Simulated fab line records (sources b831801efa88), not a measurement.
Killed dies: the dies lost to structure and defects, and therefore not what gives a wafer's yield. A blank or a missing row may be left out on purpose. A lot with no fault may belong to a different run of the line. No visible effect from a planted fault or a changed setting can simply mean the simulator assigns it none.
Which tool was responsible? ; flow gf180mcu ; 33 wafers from 11 lots sampled at 5 of the route's 602 steps

== WHAT EACH GAUGE READ, for each wafer ==
GF_M5_CD_MEAS_07: the cd target is 280 nm. Usual: 279.9 nm for cd_nm, sd 1.
lot;measured;on;cd_nm (nm);flag
L377;day 26 12:30;cd_sem-01;280.0 279.8 281.3;
L378;day 26 19:31;cd_sem-01;279.2 280.0 279.7;
L380;day 27 10:40;cd_sem-01;279.9 280.4 279.5;
L381;day 27 12:52;cd_sem-02;279.7 279.4 279.3;
L382;day 28 00:54;cd_sem-02;280.6 281.1 279.8;
L390;day 30 10:42;cd_sem-02;286.4 288.6 286.3;OFF
L391;day 30 11:19;cd_sem-02;288.3 286.3 287.0;OFF
L392;day 30 22:51;cd_sem-01;279.4 280.6 279.6;
L394;day 31 07:10;cd_sem-01;281.1 279.7 280.3;
L395;day 31 11:19;cd_sem-02;278.4 278.8 279.5;
L398;day 32 07:25;cd_sem-01;281.5 280.7 282.0;

== WHICH TOOL RAN EACH LOT (tool, then ch and the chambers of the sampled wafers, then the start) ==
lot;GF_M4_METAL_ETCH_16;GF_V4_STRIP_18;GF_MIM_SPUTTER_04;GF_M5_EXPOSE_04
L377;rie_metal-02 ch 0,1, day 23 16:14;plasma_asher-03 ch 0,1, day 24 16:04;pvd_sputter-01, day 24 17:29;krf_scanner-01 ch 0, day 26 02:18
L378;rie_metal-03 ch 0,1, day 23 23:33;plasma_asher-03 ch 0,1, day 24 23:07;pvd_sputter-03, day 25 00:34;krf_scanner-01 ch 0, day 26 09:40
L380;rie_metal-03 ch 0, day 24 16:45;plasma_asher-04 ch 0,1, day 25 15:49;pvd_sputter-02, day 25 17:21;krf_scanner-01 ch 0, day 27 00:56
L381;rie_metal-02 ch 1, day 24 18:57;plasma_asher-02 ch 0,1, day 25 17:46;pvd_sputter-02, day 25 19:11;krf_scanner-02 ch 0, day 27 02:25
L382;rie_metal-01 ch 0, day 25 07:17;plasma_asher-02 ch 0, day 26 05:53;pvd_sputter-02, day 26 07:18;krf_scanner-02 ch 0, day 27 15:18
L390;rie_metal-02 ch 0,1, day 27 21:12;plasma_asher-02 ch 0,1, day 28 18:28;pvd_sputter-01, day 28 19:50;krf_scanner-01 ch 0, day 30 01:16
L391;rie_metal-03 ch 0,1, day 27 23:31;plasma_asher-02 ch 1, day 28 20:17;pvd_sputter-01, day 28 21:41;krf_scanner-01 ch 0, day 30 02:42
L392;rie_metal-02 ch 0,1, day 28 11:22;plasma_asher-04 ch 0,1, day 29 08:08;pvd_sputter-03, day 29 09:39;krf_scanner-02 ch 0, day 30 13:55
L394;rie_metal-03 ch 0,1, day 28 19:49;plasma_asher-02 ch 0,1, day 29 16:40;pvd_sputter-03, day 29 18:07;krf_scanner-02 ch 0, day 30 22:36
L395;rie_metal-01 ch 0,1, day 29 01:19;plasma_asher-03 ch 0,1, day 29 21:43;pvd_sputter-03, day 29 23:10;krf_scanner-02 ch 0, day 31 03:21
L398;rie_metal-01 ch 1, day 29 22:13;plasma_asher-02 ch 0,1, day 30 18:23;pvd_sputter-03, day 30 19:58;krf_scanner-02 ch 0, day 31 23:19
- GF_M4_METAL_ETCH_16: etches the open film in Cl2/BCl3, stops on SiO2, target depth 750.8 nm, time 125.1 s.
- GF_V4_STRIP_18: strips in O2/N2.
- GF_MIM_SPUTTER_04: material TiN, target thk 50 nm, time 41.7 s.
- GF_M5_EXPOSE_04: exposes mask Metal5, target cd 280 nm.

== WHAT THE TOOLS THEMSELVES READ (means of the sampled wafers that have a number; where no wafer has one, the mark that the record gives instead) ==
GF_M4_METAL_ETCH_16. Usual: bias_w 140.0 W, standard deviation 0.47; drypump_motor_current_A 5.82 A, standard deviation 0.24; oes_product_au 0.992 a.u., standard deviation 0.0051; rf_fwd_power_W 795.0 W, standard deviation 2.7; throttle_valve_pct 28.227 %, standard deviation 0.0096.
lot;tool;bias_w (W);drypump_motor_current_A (A);oes_product_au (a.u.);rf_fwd_power_W (W);throttle_valve_pct (%);flag
L377;rie_metal-02;140.1;5.69;0.989;797.6;28.229;
L378;rie_metal-03;140.1;5.61;0.990;792.0;28.219;
L380;rie_metal-03;139.4;5.65;0.992;794.3;28.232;
L381;rie_metal-02;139.8;5.74;0.996;794.4;28.220;
L382;rie_metal-01;140.1;6.13;0.996;790.4;28.226;
L390;rie_metal-02;140.2;5.71;0.989;797.6;28.227;
L391;rie_metal-03;140.4;5.59;0.989;792.8;28.232;
L392;rie_metal-02;140.3;5.68;0.987;797.8;28.221;
L394;rie_metal-03;140.2;5.54;0.989;794.1;28.227;
L395;rie_metal-01;139.8;6.12;0.990;796.5;28.227;
L398;rie_metal-01;139.5;6.10;0.992;795.1;28.237;

GF_V4_STRIP_18. Usual: drypump_motor_current_A 5.8 A, standard deviation 0.49; heater_power_w 341 W, standard deviation 43; oes_product_au 0.594 a.u., standard deviation 0.0053.
lot;tool;drypump_motor_current_A (A);heater_power_w (W);oes_product_au (a.u.);flag
L377;plasma_asher-03;5.8;340;0.587;
L378;plasma_asher-03;5.8;343;0.596;
L380;plasma_asher-04;5.3;287;0.594;
L381;plasma_asher-02;5.9;363;0.589;
L382;plasma_asher-02;6.4;394;0.589;
L390;plasma_asher-02;5.9;368;0.592;
L391;plasma_asher-02;5.6;344;0.594;
L392;plasma_asher-04;5.4;287;0.593;
L394;plasma_asher-02;6.1;379;0.594;
L395;plasma_asher-03;5.8;340;0.595;
L398;plasma_asher-02;5.9;364;0.592;

GF_MIM_SPUTTER_04. Usual: 30.3 % for throttle_valve_pct, sd 1.1.
lot;tool;throttle_valve_pct (%);flag
L377;pvd_sputter-01;29.3;
L378;pvd_sputter-03;31.4;
L380;pvd_sputter-02;31.5;
L381;pvd_sputter-02;31.2;
L382;pvd_sputter-02;30.7;
L390;pvd_sputter-01;30.0;
L391;pvd_sputter-01;30.3;
L392;pvd_sputter-03;31.6;
L394;pvd_sputter-03;29.9;
L395;pvd_sputter-03;30.0;
L398;pvd_sputter-03;29.9;

GF_M5_EXPOSE_04. Usual: 27.998 for exposure_dose_mJ_cm2, sd 0.025.
lot;tool;exposure_dose_mJ_cm2;flag
L377;krf_scanner-01;27.981;
L378;krf_scanner-01;27.999;
L380;krf_scanner-01;27.999;
L381;krf_scanner-02;28.000;
L382;krf_scanner-02;27.995;
L390;krf_scanner-01;26.768;OFF
L391;krf_scanner-01;26.777;OFF
L392;krf_scanner-02;27.990;
L394;krf_scanner-02;28.032;
L395;krf_scanner-02;27.976;
L398;krf_scanner-02;27.970;

== THE ANSWER, worked out from the rows above alone ==
Rule: take the mean of a lot's wafers that have a number; if it is more than 3 standard deviations from the usual mean, the lot is off. Also off: a lot with no number at a reading for which 4 or more lots have one. Where the step has rows for the other lots, those lots are counted as sound. The gauges are gone through in route order, then the tools' own readings, and for those a lot's mean is taken as printed above. The first step at which some lot is off is used, and at that step the reading that is off furthest; a lot without a number counts as furthest.
Off, at GF_M5_CD_MEAS_07 on cd_nm: L390, L391.
A tool fits if, at a process step before that reading, it ran every lot that is off, and no sound lot after the first of them. Not tried: the gauges at GF_M5_CD_MEAS_07; whatever is off there is also off at GF_M5_EXPOSE_04, on other tools, and gauge error can't account for it. Undecided on this evidence; 2 tools fit (pvd_sputter-01 at GF_MIM_SPUTTER_04, krf_scanner-01 at GF_M5_EXPOSE_04).

== WHAT THE SIMULATOR PUT IN ==
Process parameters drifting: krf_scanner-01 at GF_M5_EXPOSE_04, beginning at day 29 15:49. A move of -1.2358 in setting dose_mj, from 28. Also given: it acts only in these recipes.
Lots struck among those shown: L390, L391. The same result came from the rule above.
